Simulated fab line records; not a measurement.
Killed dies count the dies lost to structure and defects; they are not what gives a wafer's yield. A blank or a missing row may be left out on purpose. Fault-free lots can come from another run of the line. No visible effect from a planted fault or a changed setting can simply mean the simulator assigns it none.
Problem report in the 8D (eight disciplines) form, filled by code | flow gf180mcu | the parts of the form that need people (team, actions taken, sign-off) are left out

== 1. WHAT WENT WRONG ==
chamber-pressure-mTorr at GF_V5_ETCH_16 reads a mean of 24.007 mTorr on 5 wafers of 2 lots; wafers without a fault read 29.997 mTorr with a standard deviation of 0.027. That is -99 or more standard deviations from the usual mean.
The step: etches BARC in N2/H2.
The first sign was on wafer L530.3 at day 31 04:52, on rie-diel-03. The record holds 38 wafers of 13 lots with a number at this step. The rule behind "out" and "out of limits": a value lying over 4 standard deviations away from the usual mean. The rest of the wafers with a number are treated as sound.

== 2. WHAT IT IS, AND WHAT IT ISN'T ==
question                    | is                     | is not
which readings at this step | chamber-pressure-mTorr | drypump-motor-current-A
which lots                  | L530, L531             | L517, L519, L520, L521, L523, L527, L529, L532, L536, L539, L540
which wafers of those lots  | all that have a number | -
read on which tools         | rie-diel-03            | rie-diel-01, rie-diel-02
when                        | from day 31 04:52      | up to then (21 sound wafers); but 12 sound wafers of L532, L536, L539, L540 came after

== 3. SUSPECTS, AND WHAT RULES EACH OUT ==
Counting: a tool stays on the suspect list if, at a process step up to the reading, it processed all lots that are out and no sound lot following the first of them.
- cmp-01 at GF_V5_CMP_04 (polishes SiO2): ruled out as a lasting fault. The sound lots L532 went through it after L530, its earliest lot that is out (day 30 10:08).
- rie-diel-03 at GF_V5_ETCH_16 (etches BARC in N2/H2): kept. All lots that are out passed through it, beginning with L530 at day 31 04:52, and no sound lot followed; its final sound lot before that point was L529 at day 30 18:10. Its own chamber-pressure-mTorr readings are out on those wafers.
After counting, what remains is rie-diel-03 at GF_V5_ETCH_16.

== 4. THE CAUSE (what the simulator had put in) ==
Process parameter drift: rie-diel-03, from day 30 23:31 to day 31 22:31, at GF_V5_ETCH_16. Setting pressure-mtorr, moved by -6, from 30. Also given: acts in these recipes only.
This tool alone remained once counting was done.

== 5. SEQUENCE OF EFFECTS, ordered by route ==
Each row: a reading whose mean over the struck wafers that have a number lies more than 3 standard deviations from the usual. Readings are gone through only where the record gives a usual standard deviation; hours: the median, over the lots, of the time from a lot's start at the first step in this table giving one to that lot's start at this step; sigmas: the change measured in usual standard deviations.
hours | step          | reading                | usual        | on struck wafers | change | sigmas
0     | GF_V5_ETCH_16 | chamber-pressure-mTorr | 29.997 mTorr | 24.007           | -5.990 | -99 or more
It contains these process steps:
- GF_V5_ETCH_16: etches BARC in N2/H2.

== 6. HOW IT WOULD HAVE BEEN CAUGHT EARLIER ==
The fault began at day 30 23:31; the first out-of-limits reading in this record came at day 31 04:52, 5 hours later.
